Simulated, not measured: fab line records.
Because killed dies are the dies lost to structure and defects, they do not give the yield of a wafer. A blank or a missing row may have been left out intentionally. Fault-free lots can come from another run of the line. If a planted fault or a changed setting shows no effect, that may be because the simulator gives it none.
Struck lot and sound lot, side by side -- flow gf180mcu -- 41 steps out of a route of 602
Sound: wafers L709.4, L709.5, L709.6. Struck: wafers L695.5, L695.6. (L695.1 of the same lot was not struck and is left out.) The cause comes at the end.
Each step with rows lists, per side, the tool, then ch with its chambers, then its first start. Under that, the readings that differ: sound wafers -- struck wafers -- difference of the means -- sigmas: that difference in standard deviations of wafers without a fault.
alike: readings with means less than 2 such deviations apart, plus words and numbers identical on both sides. not compared: withheld readings, readings lacking a value on some wafer, bounds such as >300 that could conceal the same value, and numbers that have no deviation in the record and whose values overlap.
The two part at a step that has a row with sigmas, a row that says differs or no value, or rows on one side only. Non-overlapping numbers with no deviation appear without sigmas and do not part them. A reading missing from all wafers of one side parts the sides only when that side holds two or more wafers.

GF_V4_RS_MEAS_24: the measuring method here is four-point-probe.
  struck on film_metro-01, day 27 07:41; sound on film_metro-02, day 31 05:41
  alike: V4_W_RS
GF_V4_THK_MEAS_25: measures by xrf.
  struck on film_metro-01, day 27 07:49; sound on film_metro-02, day 31 05:46
  alike: V4_W_THK
then, 1 step without rows for these wafers: GF_V4_CMP_26 (polishes, stops on SiO2, t overpolish 15 s, target thk 0 nm).
GF_MIM_SPUTTER_00: material Ti, target thk 37.5 nm, time 150 s.
  struck on pvd_sputter-03, day 27 08:10; sound on pvd_sputter-01, day 31 06:06
  alike: substrate_temp_c, throttle_valve_pct
then, 2 steps without rows for these wafers: GF_MIM_SPUTTER_01 (material TiN, target thk 30 nm, time 25 s); GF_MIM_SPUTTER_02 (material AlCu, target thk 450 nm, time 23.9 s).
GF_MIM_SPUTTER_03: material Ti, target thk 10 nm, time 6.7 s.
  struck on pvd_sputter-03, day 27 08:20; sound on pvd_sputter-01, day 31 06:16
  alike: substrate_temp_c, throttle_valve_pct
GF_MIM_SPUTTER_04: material TiN, target thk 50 nm, time 41.7 s.
  struck on pvd_sputter-03, day 27 08:21; sound on pvd_sputter-01, day 31 06:17
  alike: throttle_valve_pct
then, 1 step without rows for these wafers: GF_MIM_CVD_05 (deposits Si3N4, target thk 42 nm, time 29.086 s).
GF_MIM_THK_MEAS_06:
  struck on film_metro-01, day 27 08:25; sound on film_metro-03, day 31 06:23
  alike: MIM_CVD_05_THK
then, 1 step without rows for these wafers: GF_MIM_SPUTTER_07 (material TiN, target thk 60 nm, time 50 s).
GF_MIM_SPUTTER_08: material AlCu, target thk 200 nm, time 10.6 s.
  struck on pvd_sputter-01, day 27 08:32; sound on pvd_sputter-04, day 31 06:28
  alike: throttle_valve_pct
GF_MIM_SPUTTER_09: material TiN, target thk 35 nm, time 29.2 s.
  struck on pvd_sputter-01, day 27 08:33; sound on pvd_sputter-04, day 31 06:30
  alike: throttle_valve_pct
  not compared: model.TiN_of_MIM_SPUTTER_09.thk_nm
GF_MIM_RS_MEAS_10: the measuring method here is four-point-probe.
  struck on film_metro-04, day 27 08:35; sound on film_metro-01, day 31 06:35
  alike: MIM_ALCU_RS
GF_MIM_THK_MEAS_11: measures by xrf.
  struck on film_metro-04, day 27 08:42; sound on film_metro-01, day 31 06:40
  alike: MIM_ALCU_THK
then, 18 steps without rows for these wafers: GF_MIM_DEHYDRATE_12 (time 60 s); GF_MIM_HMDS_13 (prime time 60 s); GF_MIM_COAT_14 (resist thk 1000 nm); GF_MIM_SOFTBAKE_15 (time 60 s); GF_MIM_EXPOSE_16 (exposes mask FuseTop, target cd 2000 nm); GF_MIM_PEB_17; GF_MIM_DEVELOP_18 (develop time 60 s); GF_MIM_METAL_ETCH_19 (etches the open film in Cl2/BCl3, stops on Si3N4, target depth 324.5 nm, time 54.1 s); GF_MIM_STRIP_20 (strips in O2/N2); GF_MIM_STRIP_21 (strips in post etch residue remover, time 1200 s); GF_MIM_CLEAN_22 (cleans in DIW); GF_M5_DEHYDRATE_00 (time 60 s); GF_M5_HMDS_01 (prime time 60 s); GF_M5_COAT_02 (resist thk 1000 nm); GF_M5_SOFTBAKE_03 (time 60 s); GF_M5_EXPOSE_04 (exposes mask Metal5, target cd 280 nm); GF_M5_PEB_05 (peb time 90 s); GF_M5_DEVELOP_06 (develop time 60 s).
GF_M5_CD_MEAS_07: the cd target is 280 nm.
  struck on cd_sem-02, day 29 01:26; sound on cd_sem-02, day 32 18:13
  alike: cd_nm
GF_M5_OVL_MEAS_08:
  struck on overlay-01, day 29 01:34; sound on overlay-02, day 32 18:18
  alike: M5_OVL
then, 2 steps without rows for these wafers: GF_M5_ETCH_09 (etches Si3N4 in CF4/O2, target depth 52 nm, time 11.6 s); GF_M5_METAL_ETCH_10 (etches the open film in Cl2/BCl3, stops on SiO2, target depth 627.5 nm, time 104.6 s).
GF_M5_STRIP_11: strips in O2/N2.
  sound on plasma_asher-01 ch 0,1, day 32 18:29; struck on plasma_asher-01 ch 0,1, day 29 01:44
  alike: drypump_motor_current_A, heater_power_w, oes_product_au, strip_time_to_endpoint_s
  not compared: rf_hours_counter_h
GF_M5_STRIP_12: strips in post etch residue remover, time 1200 s.
  sound on wet_bench-03 ch 1, day 32 18:33; struck on wet_bench-04 ch 1, day 29 01:50
  alike: bath_guard_temp_C
  not compared: model.TiN_of_MIM_SPUTTER_09.thk_nm
then, 1 step without rows for these wafers: GF_M5_CLEAN_13 (cleans in DIW).
GF_PASSIVATION_PROBE_99:
  the record has rows for the sound wafers here (prober-01, day 35 00:39) and none for the struck ones

## WHERE THEY PART
Within this record, at GF_PASSIVATION_PROBE_99 only.

WHY: what had been put in by the simulator
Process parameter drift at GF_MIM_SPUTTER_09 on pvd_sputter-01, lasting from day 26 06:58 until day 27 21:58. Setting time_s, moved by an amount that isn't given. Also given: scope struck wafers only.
